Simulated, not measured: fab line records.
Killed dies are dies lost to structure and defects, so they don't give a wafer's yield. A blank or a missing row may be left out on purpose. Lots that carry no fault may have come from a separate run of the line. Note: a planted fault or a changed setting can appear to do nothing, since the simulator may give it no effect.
Which tool was responsible? | flow sky130 | 14 lots with 42 wafers sampled at 5 steps, on a route of 708 steps

== WHAT THE GAUGES READ, wafer by wafer ==
SKY_DNWELL_TW_MEAS_09.
lot  | measured    | on            | DNWELL_TW
L578 | day 3 07:29 | film metro-03 | 1115 1113 1123
L580 | day 3 17:52 | film metro-02 | 1118 1116 1119
L588 | day 5 10:53 | film metro-03 | 1119 1125 1122
L589 | day 5 17:25 | film metro-04 | 1096 1094 1092
L590 | day 5 21:28 | film metro-04 | 1108 1104 1104
L591 | day 6 07:37 | film metro-03 | 1121 1123 1122
L593 | day 6 15:13 | film metro-03 | 1119 1118 1122
L594 | day 6 17:23 | film metro-03 | 1126 1126 1121
L595 | day 6 22:14 | film metro-04 | 1101 1100 1103
L596 | day 7 02:59 | film metro-04 | 1106 1099 1102
L598 | day 7 14:28 | film metro-04 | 1103 1097 1100
L599 | day 7 19:59 | film metro-04 | 1095 1100 1090
L600 | day 8 05:35 | film metro-02 | 1117 1112 1116
L601 | day 8 09:38 | film metro-04 | 1103 1108 1106

SKY_NWELL_TW_MEAS_15.
lot  | measured     | on            | NWELL_TW
L578 | day 4 16:11  | film metro-04 | 1795 1789 1792
L580 | day 5 03:28  | film metro-04 | 1808 1809 1807
L588 | day 6 23:57  | film metro-03 | 1837 1845 1850
L589 | day 7 08:16  | film metro-04 | 1800 1803 1803
L590 | day 7 12:10  | film metro-04 | 1799 1815 1808
L591 | day 7 22:33  | film metro-02 | 1834 1821 1834
L593 | day 8 07:19  | film metro-04 | 1790 1806 1791
L594 | day 8 10:19  | film metro-04 | 1799 1793 1793
L595 | day 8 15:12  | film metro-04 | 1801 1793 1798
L596 | day 8 19:55  | film metro-02 | 1803 1811 1816
L598 | day 9 06:39  | film metro-04 | 1784 1795 1797
L599 | day 9 13:08  | film metro-03 | 1846 1840 1835
L600 | day 9 23:15  | film metro-02 | 1822 1819 1822
L601 | day 10 02:37 | film metro-03 | 1831 1826 1814

SKY_VT_ADJUST_NCORE_TW_MEAS_11.
lot  | measured     | on            | VT_ADJUST_NCORE_TW
L578 | day 8 15:58  | film metro-01 | 219.9 219.7 220.1
L580 | day 9 04:14  | film metro-04 | 214.8 216.1 215.6
L588 | day 11 10:47 | film metro-02 | 30.2 30.1 30.1
L589 | day 11 20:14 | film metro-02 | 30.1 30.0 29.9
L590 | day 11 23:25 | film metro-04 | 216.1 215.1 215.4
L591 | day 12 12:23 | film metro-04 | 215.1 216.1 216.0
L593 | day 12 23:29 | film metro-02 | 220.1 219.7 219.5
L594 | day 13 03:07 | film metro-04 | 216.1 218.1 217.5
L595 | day 13 10:58 | film metro-02 | 220.3 219.3 219.8
L596 | day 13 15:26 | film metro-01 | 218.7 220.2 218.0
L598 | day 14 06:25 | film metro-02 | 219.4 220.0 219.1
L599 | day 14 16:13 | film metro-04 | 217.0 218.4 217.9
L600 | day 15 02:07 | film metro-04 | 216.4 217.7 215.9
L601 | day 15 07:29 | film metro-01 | 220.4 220.6 219.8

== TOOL THAT RAN EACH LOT (tool first, then ch and the chambers of the sampled wafers, then the start) ==
lot  | SKY_VT_ADJUST_HVTP_STRIP_10          | SKY_VT_ADJUST_NCORE_IMPLANT_09
L578 | plasma asher-04 ch 0,1, day 6 04:47  | implanter-04 ch 0, day 8 15:44
L580 | plasma asher-04 ch 0,1, day 6 16:22  | implanter-02 ch 0, day 9 04:00
L588 | plasma asher-03 ch 0,1, day 8 16:55  | implanter-04, day 11 10:32
L589 | plasma asher-04 ch 0,1, day 9 01:07  | implanter-03, day 11 20:00
L590 | plasma asher-02 ch 0,1, day 9 04:50  | implanter-03 ch 0, day 11 23:11
L591 | plasma asher-03 ch 0, day 9 15:13    | implanter-03 ch 0, day 12 12:08
L593 | plasma asher-04 ch 0,1, day 10 00:55 | implanter-03 ch 0, day 12 23:14
L594 | plasma asher-02 ch 1, day 10 03:56   | implanter-04 ch 0, day 13 02:52
L595 | plasma asher-02 ch 0,1, day 10 10:08 | implanter-02 ch 0, day 13 10:44
L596 | plasma asher-02 ch 0,1, day 10 14:34 | implanter-04 ch 0, day 13 15:11
L598 | plasma asher-03 ch 0,1, day 11 03:47 | implanter-03 ch 0, day 14 06:10
L599 | plasma asher-04 ch 0,1, day 11 11:43 | implanter-04 ch 0, day 14 15:58
L600 | plasma asher-03 ch 0,1, day 11 21:19 | implanter-04 ch 0, day 15 01:53
L601 | plasma asher-02 ch 0,1, day 12 00:59 | implanter-04 ch 0, day 15 07:15
- SKY_VT_ADJUST_HVTP_STRIP_10: strips in O2/N2.
- SKY_VT_ADJUST_NCORE_IMPLANT_09

== AS READ BY THE TOOLS THEMSELVES (means over the sampled wafers that have a number; for cases with no such wafer, the mark the record gives instead) ==
SKY_VT_ADJUST_HVTP_STRIP_10.
lot  | tool            | drypump motor current A (A) | oes product au (a.u.) | strip time to endpoint s (s)
L578 | plasma asher-04 | 5.9                         | 0.714                 | 14.16
L580 | plasma asher-04 | 5.9                         | 0.712                 | 14.13
L588 | plasma asher-03 | 5.9                         | 0.715                 | 14.22
L589 | plasma asher-04 | 5.8                         | 0.716                 | 14.18
L590 | plasma asher-02 | 6.0                         | 0.716                 | 14.20
L591 | plasma asher-03 | 5.2                         | 0.716                 | 14.16
L593 | plasma asher-04 | 5.8                         | 0.713                 | 14.16
L594 | plasma asher-02 | 6.4                         | 0.716                 | 14.14
L595 | plasma asher-02 | 5.5                         | 0.718                 | 14.15
L596 | plasma asher-02 | 5.6                         | 0.713                 | 14.17
L598 | plasma asher-03 | 5.9                         | 0.716                 | 14.18
L599 | plasma asher-04 | 5.8                         | 0.716                 | 14.20
L600 | plasma asher-03 | 5.9                         | 0.713                 | 14.22
L601 | plasma asher-02 | 6.0                         | 0.714                 | 14.17

SKY_VT_ADJUST_NCORE_IMPLANT_09.
lot  | tool         | beam energy keV | beam on s (s) | dose ions cm2 | faraday current uA
L578 | implanter-04 | 9.999           | 9.75          | 2.4001e+12    | 13.88
L580 | implanter-02 | 10.000          | 9.98          | 2.4006e+12    | 13.57
L588 | implanter-04 | -               | -             | -             | -
L589 | implanter-03 | -               | -             | -             | -
L590 | implanter-03 | 10.002          | 9.97          | 2.3963e+12    | 13.60
L591 | implanter-03 | 9.999           | 10.20         | 2.3993e+12    | 13.26
L593 | implanter-03 | 10.001          | 10.09         | 2.4003e+12    | 13.42
L594 | implanter-04 | 9.998           | 10.09         | 2.4028e+12    | 13.40
L595 | implanter-02 | 10.003          | 10.01         | 2.3992e+12    | 13.51
L596 | implanter-04 | 10.001          | 9.94          | 2.3998e+12    | 13.61
L598 | implanter-03 | 10.003          | 10.10         | 2.3994e+12    | 13.41
L599 | implanter-04 | 10.002          | 10.11         | 2.4026e+12    | 13.37
L600 | implanter-04 | 10.003          | 10.04         | 2.4005e+12    | 13.50
L601 | implanter-04 | 9.999           | 9.87          | 2.4000e+12    | 13.71

== THE ANSWER, worked out from the rows above alone ==
Rule: usual is defined by the lots themselves. The widest of any qualifying gaps counts: lots, ordered by their means at a reading, are off when they make up no more than a third of the lots, leave a main group of 4 or more, and stand apart from it by 3 or more times the standard deviation of that group's means. A main group whose means are all the same, to the digits that the tables above print for the reading, isn't used. A lot without any number at a reading at which 4 lots or more have one is off too. Where the step has rows for the other lots, those lots are counted as sound. Order of review: gauges by route order, followed by the tools' own readings, for which a lot's mean as printed above is used. At the first step where some lot is off, the reading lying furthest off is the one used; lots without a number count as furthest.
Off: L588, L589, seen at SKY_VT_ADJUST_NCORE_TW_MEAS_11 (VT_ADJUST_NCORE_TW). The main group: mean 218.1, standard deviation 1.8.
A tool fits if, at a process step before that reading, it ran every lot that is off, and no sound lot after the first of them. Not tried: the gauges at SKY_VT_ADJUST_NCORE_TW_MEAS_11; whatever is off there is also off at SKY_VT_ADJUST_NCORE_IMPLANT_09, on other tools, and gauge error can't account for it. Not one of the candidates tried fits.

== WHAT THE SIMULATOR PUT IN ==
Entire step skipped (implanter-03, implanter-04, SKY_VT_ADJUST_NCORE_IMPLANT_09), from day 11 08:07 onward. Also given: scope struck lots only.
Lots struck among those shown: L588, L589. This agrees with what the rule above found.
